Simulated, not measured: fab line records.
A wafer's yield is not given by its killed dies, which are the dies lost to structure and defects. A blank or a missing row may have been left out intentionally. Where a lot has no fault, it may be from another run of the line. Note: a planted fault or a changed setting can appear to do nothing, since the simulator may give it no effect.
One fault through the eyes of 2 desks / flow sfq line / numbers are kept per desk, each desk with only its own; the story behind them comes last

== TOOL OWNER'S DESK, cmp-02 ==
The tool's own readings at SFQ_TRILAYER_I6_CMP_CMP_166 (polishes SiO2): means of the sampled wafers that have a number, for each lot that ran on this tool. A lot is out of limits, marked OUT, if its mean lies more than 4 standard deviations from the usual mean; the brackets give that distance.
Columns: A = motor current A at SFQ_TRILAYER_I6_CMP_CMP_166, usual 9.8 A; B = time to endpoint s at SFQ_TRILAYER_I6_CMP_CMP_166, usual 215 s
lot=L219; first seen here=day 58 22:04; A=9.2; B=211
lot=L220; first seen here=day 59 05:04; A=9.9; B=220
lot=L223; first seen here=day 60 16:38; A=10.1; B=206
lot=L225; first seen here=day 61 02:39; A=10.6; B=211
lot=L226; first seen here=day 61 05:39; A=9.3; B=211
lot=L227; first seen here=day 61 15:20; A=9.2; B=285 (+7.0) OUT
lot=L228; first seen here=day 61 18:20; A=9.5; B=238
lot=L229; first seen here=day 62 10:20; A=9.3; B=276 (+6.1) OUT
lot=L241; first seen here=day 65 19:49; A=10.4; B=231
lot=L242; first seen here=day 65 22:46; A=10.1; B=222
This desk's finding: out of limits on L227, L229; first on L227, day 61 15:20 (time to endpoint s at SFQ_TRILAYER_I6_CMP_CMP_166). L219, L220, L223, L225, L226, L228, L241, L242: within limits.

== METROLOGY DESK ==
Means of the sampled wafers that have a number, per lot and without regard to the tool the lot ran on: this is what the gauges read. A lot is out of limits, marked OUT, if its mean lies more than 4 standard deviations from the usual mean; the brackets give that distance.
Columns: A = R5_OVL at SFQ_R5_OVL_MEAS_935, usual 3 nm
lot=L219; first seen here=day 52 00:24; A=-4
lot=L220; first seen here=day 52 02:48; A=8
lot=L222; first seen here=day 52 08:48; A=3
lot=L223; first seen here=day 53 05:12; A=7
lot=L224; first seen here=day 53 06:24; A=-4
lot=L225; first seen here=day 53 19:09; A=3
lot=L226; first seen here=day 53 22:45; A=-3
lot=L227; first seen here=day 54 03:34; A=-3
lot=L228; first seen here=day 54 04:45; A=1
lot=L229; first seen here=day 54 16:34; A=-1
lot=L236; first seen here=day 56 22:40; A=9
lot=L238; first seen here=day 57 15:52; A=4
lot=L239; first seen here=day 57 17:04; A=2
lot=L241; first seen here=day 58 02:40; A=0
lot=L242; first seen here=day 58 05:04; A=5
This desk's verdict: no lot among the 15 shows anything out of limits.

== BROUGHT TOGETHER ==
The tool owner's desk had the chance to raise an alarm at day 61 15:20 on L227, L229.
The metrology desk saw nothing out of limits.
The metrology desk holds a record of L227, L229, inside its limits.
All the named lots went through SFQ_TRILAYER_I6_CMP_CMP_166 on cmp-02.

== WHAT WAS PUT IN BY THE SIMULATOR ==
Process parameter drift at SFQ_TRILAYER_I6_CMP_CMP_166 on cmp-02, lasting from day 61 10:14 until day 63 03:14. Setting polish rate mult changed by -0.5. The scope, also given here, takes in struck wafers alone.
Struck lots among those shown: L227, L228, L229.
How many hours passed from the start of the fault until each desk's first out-of-limits reading: the tool owner's desk, 5.
